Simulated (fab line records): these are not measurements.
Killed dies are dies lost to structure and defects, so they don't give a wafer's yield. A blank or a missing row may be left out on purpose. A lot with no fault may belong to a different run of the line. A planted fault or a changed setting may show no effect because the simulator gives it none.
2 desks looking at one fault || flow gf180mcu || only its own numbers are on each desk; what lay behind them is given at the end

== AT THE METROLOGY DESK ==
What the gauges read, lot by lot, whatever tool the lot ran on: means of the sampled wafers that have a number. A lot is out of limits, marked OUT, if its mean lies more than 4 standard deviations from the usual mean; the brackets give that distance.
Columns: A = STI_CVD_23_THK at GF_STI_THK_MEAS_24, usual 650 nm; B = STI_OXIDATION_02_THK at GF_STI_THK_MEAS_30, usual 9.93 nm
{"lot": "L632", "first seen here": "day 2 09:35", "A": 659, "B": 9.94}
{"lot": "L633", "first seen here": "day 2 15:10", "A": 659, "B": 10.17}
{"lot": "L634", "first seen here": "day 2 15:19", "A": 658, "B": 9.93}
{"lot": "L635", "first seen here": "day 3 02:07", "A": 646, "B": 10.02}
{"lot": "L637", "first seen here": "day 3 05:56", "A": 652, "B": 10.02}
{"lot": "L638", "first seen here": "day 3 14:38", "A": 642, "B": 9.86}
{"lot": "L639", "first seen here": "day 3 20:37", "A": 653, "B": 10.04}
{"lot": "L641", "first seen here": "day 4 02:46", "A": 649, "B": 10.21}
{"lot": "L642", "first seen here": "day 4 06:31", "A": 649, "B": 9.76}
{"lot": "L644", "first seen here": "day 4 17:58", "A": 649, "B": 9.89}
{"lot": "L649", "first seen here": "day 5 20:04", "A": 650, "B": 10.03}
{"lot": "L653", "first seen here": "day 6 16:47", "A": 654, "B": 9.85}
{"lot": "L654", "first seen here": "day 6 21:14", "A": 652, "B": 9.73}
{"lot": "L655", "first seen here": "day 7 02:16", "A": 644, "B": 9.94}
This desk's verdict: no lot among the 14 shows anything out of limits.

== FOR THE TOOL OWNER'S DESK: lithoTrack-04 ==
The tool's own readings at GF_NWELL_DEVELOP_06 (develop time 60 s): means of the sampled wafers that have a number, for each lot that ran on this tool. A lot is out of limits, marked OUT, if its mean lies more than 4 standard deviations from the usual mean; the brackets give that distance.
Columns: A = developerTempC at GF_NWELL_DEVELOP_06, usual 23.00 C; B = exhaustPa at GF_NWELL_DEVELOP_06, usual 45.0 Pa
{"lot": "L633", "first seen here": "day 3 17:00", "A": 23.06, "B": 45.0}
{"lot": "L641", "first seen here": "day 5 09:00", "A": 22.95, "B": 44.2}
{"lot": "L644", "first seen here": "day 6 01:00", "A": "24.03 (+11) OUT", "B": 44.8}
{"lot": "L649", "first seen here": "day 7 04:00", "A": "23.97 (+11) OUT", "B": 45.4}
This desk finds L644, L649 out of limits, L644 being first, at day 6 01:00 (developerTempC at GF_NWELL_DEVELOP_06). In limits: L633, L641.

== BROUGHT TOGETHER ==
The tool owner's desk could have raised an alarm at day 6 01:00, on L644, L649.
Metrology desk: nothing out of limits seen.
The metrology desk has L644, L649 on record, within its limits.
Every lot named ran GF_NWELL_DEVELOP_06 on lithoTrack-04.

== WHAT THE SIMULATOR HAD PUT IN ==
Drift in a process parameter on lithoTrack-04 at GF_NWELL_DEVELOP_06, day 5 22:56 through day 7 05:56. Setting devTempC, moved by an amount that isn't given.
Struck lots among those shown: L644, L649.
Delay in hours, fault start to first out-of-limits reading, by desk: the tool owner's desk at 2.
